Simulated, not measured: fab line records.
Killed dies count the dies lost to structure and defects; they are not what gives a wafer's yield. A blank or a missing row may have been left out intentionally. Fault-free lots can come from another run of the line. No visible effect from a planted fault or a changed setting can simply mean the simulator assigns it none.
Matching of chambers || flow gf180mcu || GF_PASSIVATION_CVD_00 on pecvd-01 has 3 sister chambers
The step deposits SiO2 from TEOS, target thk 1000 nm, time 111.95 s. 6 wafers are shown with their chamber, then 9 later ones without.

== WAFERS WITH THEIR CHAMBER ==
{"wafer": "L086.2", "chamber": 0, "heater power w (W)": 615, "rf fwd power W (W)": 597.1}
{"wafer": "L086.4", "chamber": 1, "heater power w (W)": 721, "rf fwd power W (W)": 597.4}
{"wafer": "L086.5", "chamber": 2, "heater power w (W)": 461, "rf fwd power W (W)": 596.5}
{"wafer": "L088.1", "chamber": 0, "heater power w (W)": 529, "rf fwd power W (W)": 597.5}
{"wafer": "L088.3", "chamber": 2, "heater power w (W)": 503, "rf fwd power W (W)": 597.0}
{"wafer": "L088.5", "chamber": 1, "heater power w (W)": 597, "rf fwd power W (W)": 596.9}

== WAFERS MISSING THEIR CHAMBER ==
{"wafer": "L093.2", "heater power w (W)": 614, "rf fwd power W (W)": 599.1}
{"wafer": "L093.3", "heater power w (W)": 589, "rf fwd power W (W)": 599.3}
{"wafer": "L093.6", "heater power w (W)": 666, "rf fwd power W (W)": 596.3}
{"wafer": "L094.2", "heater power w (W)": 685, "rf fwd power W (W)": 597.1}
{"wafer": "L094.4", "heater power w (W)": 546, "rf fwd power W (W)": 595.3}
{"wafer": "L094.5", "heater power w (W)": 636, "rf fwd power W (W)": 594.7}
{"wafer": "L097.1", "heater power w (W)": 612, "rf fwd power W (W)": 597.1}
{"wafer": "L097.2", "heater power w (W)": 534, "rf fwd power W (W)": 596.3}
{"wafer": "L097.6", "heater power w (W)": 741, "rf fwd power W (W)": 596.2}

== WHICH CHAMBER EACH WENT THROUGH ==
{"wafer": "L093.2", "from the rows above": "can't be placed: 0 or 1 or 2", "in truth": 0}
{"wafer": "L093.3", "from the rows above": "can't be placed: 0 or 1 or 2", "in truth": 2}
{"wafer": "L093.6", "from the rows above": "can't be placed: 1 or 2 or 0", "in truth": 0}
{"wafer": "L094.2", "from the rows above": "can't be placed: 1 or 0", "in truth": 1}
{"wafer": "L094.4", "from the rows above": "can't be placed: 2 or 1 or 0", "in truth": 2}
{"wafer": "L094.5", "from the rows above": "can't be placed: 2 or 1 or 0", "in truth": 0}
{"wafer": "L097.1", "from the rows above": "can't be placed: 1 or 0 or 2", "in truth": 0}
{"wafer": "L097.2", "from the rows above": "can't be placed: 2 or 0 or 1", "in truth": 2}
{"wafer": "L097.6", "from the rows above": "can't be placed: 1 or 0 or 2", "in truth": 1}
0 of 9 placed correctly. Not placeable from these rows: 9 (in 9, the candidates include the true chamber). 0 placed wrongly.
How it was worked out, from the rows above alone: a wafer's distance from a chamber is the root of the sum, over the readings, of the square of ((its reading less the chamber's mean) divided by the reading's scatter). If the next closest chamber is less than 2 further off than the closest, the wafer can't be placed; otherwise it belongs to the closest. Each chamber's mean is taken over the wafers shown for it. The scatter is the square root of a quotient: the sum, over the shown wafers, of each reading's squared deviation from its chamber's mean, divided by wafers minus chambers.
